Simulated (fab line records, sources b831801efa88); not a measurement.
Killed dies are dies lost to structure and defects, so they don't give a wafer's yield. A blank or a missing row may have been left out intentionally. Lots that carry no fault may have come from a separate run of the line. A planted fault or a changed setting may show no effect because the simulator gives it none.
The tool behind it: which one? :: flow sky130 :: 18 wafers from 6 lots sampled at 3 of the route's 708 steps

WHAT THE GAUGES SHOWED, per wafer
SKY_NWELL_TW_MEAS_26.
lot: L205
measured: day 6 00:31
on: film-metro-01
NWELL_2_TW: 489 488 489

lot: L206
measured: day 6 07:02
on: film-metro-01
NWELL_2_TW: 494 493 493

lot: L212
measured: day 7 11:10
on: film-metro-04
NWELL_2_TW: 503 504 509

lot: L214
measured: day 8 03:50
on: film-metro-04
NWELL_2_TW: 503 506 505

lot: L216
measured: day 8 19:54
on: film-metro-03
NWELL_2_TW: 485 489 488

lot: L218
measured: day 9 05:04
on: film-metro-04
NWELL_2_TW: 500 499 502

EACH LOT AND THE TOOL THAT RAN IT (in order: tool; ch and the chambers of the sampled wafers; start)
lot: L205
SKY_NWELL_STRIP_14: plasma-asher-04 ch 0,1, day 5 06:13
SKY_NWELL_STRIP_25: plasma-asher-01 ch 0,1, day 6 00:26

lot: L206
SKY_NWELL_STRIP_14: plasma-asher-01 ch 0,1, day 5 11:17
SKY_NWELL_STRIP_25: plasma-asher-02 ch 0,1, day 6 06:55

lot: L212
SKY_NWELL_STRIP_14: plasma-asher-04 ch 0,1, day 6 14:58
SKY_NWELL_STRIP_25: plasma-asher-04 ch 0,1, day 7 11:04

lot: L214
SKY_NWELL_STRIP_14: plasma-asher-01 ch 0,1, day 7 06:35
SKY_NWELL_STRIP_25: plasma-asher-01 ch 0,1, day 8 03:43

lot: L216
SKY_NWELL_STRIP_14: plasma-asher-04 ch 0,1, day 7 21:58
SKY_NWELL_STRIP_25: plasma-asher-02 ch 0,1, day 8 19:48

lot: L218
SKY_NWELL_STRIP_14: plasma-asher-02 ch 0,1, day 8 06:19
SKY_NWELL_STRIP_25: plasma-asher-04 ch 0,1, day 9 04:58
- SKY_NWELL_STRIP_14: strips in O2/N2.
- SKY_NWELL_STRIP_25: strips in O2/N2.

THE ANSWER, worked out from the rows above alone
Rule: the usual values come from the lots themselves. Put in order of their means at a reading, lots are off if they are a third of the lots or fewer, leave a main group of 4 or more, and stand apart from it by a gap of 3 or more times the standard deviation of the main group's means; of several such gaps the widest counts. The tables above print the reading to a certain number of digits; a main group whose means all agree to those digits is not used. A lot without any number at a reading at which 4 lots or more have one is off too. The other lots that the step has rows for count as sound.
No lot is off at any reading shown: from this, nothing can be told.

WHAT THE SIMULATOR HAD INSERTED
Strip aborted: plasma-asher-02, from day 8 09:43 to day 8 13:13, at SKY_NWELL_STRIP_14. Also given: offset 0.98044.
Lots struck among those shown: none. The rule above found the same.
